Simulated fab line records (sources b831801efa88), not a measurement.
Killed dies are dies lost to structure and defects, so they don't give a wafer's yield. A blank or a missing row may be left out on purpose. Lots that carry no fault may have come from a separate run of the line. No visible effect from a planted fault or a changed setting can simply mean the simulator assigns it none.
One fault seen from 2 desks -- flow gf180mcu -- each desk has only its own numbers; what lay behind them comes last

== DESK OF THE TOOL OWNER: litho_track-01 ==
The tool's own readings at GF_PSD_COAT_02 (resist thk 1000 nm): means of the sampled wafers that have a number, for each lot that ran on this tool. If a lot's mean is further than 4 standard deviations from the usual mean, the lot is out of limits and carries the mark OUT (the distance appears in the brackets).
Columns: A = spin_speed_rpm at GF_PSD_COAT_02, usual 2999.9 rpm
lot,first seen here,A
L577,day 13 23:04,2999.8
L581,day 15 08:33,2999.8
L583,day 16 04:24,3003.5
L585,day 16 20:57,2998.8
L588,day 18 03:48,2799.2 (-91) OUT
L590,day 18 20:09,2797.8 (-92) OUT
L599,day 21 16:47,2999.2
This desk finds L588, L590 out of limits, L588 being first, at day 18 03:48 (spin_speed_rpm at GF_PSD_COAT_02). In limits: L577, L581, L583, L585, L599.

== THE METROLOGY DESK ==
Means of the sampled wafers that have a number, per lot and without regard to the tool the lot ran on: this is what the gauges read. If a lot's mean is further than 4 standard deviations from the usual mean, the lot is out of limits and carries the mark OUT (the distance appears in the brackets).
Columns: A = cd_nm at GF_M4_CD_MEAS_14, usual 279.9 nm
lot,first seen here,A
L576,day 23 03:46,279.1
L577,day 23 11:25,279.5
L580,day 24 17:59,279.0
L581,day 25 00:37,279.6
L582,day 25 12:06,279.8
L583,day 25 19:52,279.3
L585,day 26 13:02,280.4
L588,day 27 14:07,281.0
L590,day 28 03:03,279.7
L594,day 29 07:16,280.8
L593,day 29 10:10,279.7
L597,day 30 00:35,280.2
L599,day 30 12:44,280.7
This desk found nothing out of limits on any of the 13 lots.

== ALL TOGETHER ==
The tool owner's desk had the chance to raise an alarm at day 18 03:48 on L588, L590.
Nothing out of limits was seen by the metrology desk.
The metrology desk has L588, L590 on record, within its limits.
Of the lots named, all ran GF_PSD_COAT_02 on litho_track-01.

== WHAT WAS PUT IN BY THE SIMULATOR ==
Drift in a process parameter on litho_track-01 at GF_PSD_COAT_02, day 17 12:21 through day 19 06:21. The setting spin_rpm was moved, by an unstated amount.
Lots struck among those shown: L588, L590.
Each desk's first reading out of limits, in hours after the fault started: the tool owner's desk, 15.
